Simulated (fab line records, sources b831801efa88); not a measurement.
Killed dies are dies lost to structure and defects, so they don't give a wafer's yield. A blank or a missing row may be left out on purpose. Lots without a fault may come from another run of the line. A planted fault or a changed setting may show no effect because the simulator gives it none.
Chamber matching | flow gf180mcu | GF_V1_CMP_04 on cmp-01: 4 sister chambers
The step polishes SiO2. 14 wafers are shown with their chamber, then 7 later ones without.

WAFERS WITH THEIR CHAMBER
wafer  | chamber | motor_current_A (A) | slurry_flow_ml_min | time_to_endpoint_s (s)
L177.2 | 0       | 12.6                | 149.9              | 74
L177.3 | 1       | 13.5                | 150.4              | 77
L177.6 | 3       | 15.0                | 150.1              | 75
L181.1 | 0       | 12.7                | 150.1              | 74
L181.5 | 3       | 14.3                | 149.1              | 79
L181.6 | 2       | 14.0                | 149.9              | 76
L182.2 | 2       | 14.6                | 150.9              | 79
L182.3 | 3       | 14.2                | 150.1              | 89
L182.6 | 1       | 13.1                | 150.3              | 89
L183.2 | 3       | 14.7                | 149.4              | 80
L183.4 | 1       | 13.9                | 150.0              | 80
L183.6 | 2       | 14.1                | 150.6              | 78
L185.2 | 3       | 13.5                | 148.7              | 79
L185.4 | 0       | 12.2                | 149.7              | 85

SIGNATURES (means of the wafers above)
reading            | chamber 0 | chamber 1 | chamber 2 | chamber 3 | scatter within a chamber
motor_current_A    | 12.500    | 13.500    | 14.233    | 14.340    | 0.443
slurry_flow_ml_min | 149.900   | 150.233   | 150.467   | 149.480   | 0.471
time_to_endpoint_s | 77.67     | 82.00     | 77.67     | 80.40     | 5.2
Rule: a wafer's distance from a chamber is the root of the sum, over the readings, of the square of ((its reading less the chamber's mean) divided by the reading's scatter). The wafer belongs to the nearest chamber; if the next one is less than 2 further off, it can't be placed. The scatter: the root of (the sum of the squares of (reading less its chamber's mean) over the shown wafers, divided by (wafers less chambers)).

WAFERS WITHOUT THEIR CHAMBER
wafer  | motor_current_A (A) | slurry_flow_ml_min | time_to_endpoint_s (s)
L185.5 | 12.3                | 149.5              | 81
L189.1 | 14.8                | 150.4              | 70
L189.3 | 13.8                | 149.1              | 64
L189.6 | 12.4                | 149.9              | 74
L196.2 | 13.4                | 149.2              | 78
L196.3 | 14.8                | 149.9              | 77
L196.6 | 13.8                | 150.6              | 78

WHICH CHAMBER EACH WENT THROUGH
wafer  | from the rows above               | in truth
L185.5 | can't be placed: 0 or 1           | 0
L189.1 | can't be placed: 2 or 3 or 1      | 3
L189.3 | can't be placed: 3 or 2 or 1 or 0 | 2
L189.6 | 0                                 | 0
L196.2 | can't be placed: 3 or 1 or 0 or 2 | 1
L196.3 | can't be placed: 3 or 2 or 1      | 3
L196.6 | can't be placed: 2 or 1 or 3      | 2
Placed correctly: 1 of 7. Can't be placed from these rows: 6 (the true chamber is among the candidates in 6). Placed wrongly: 0.
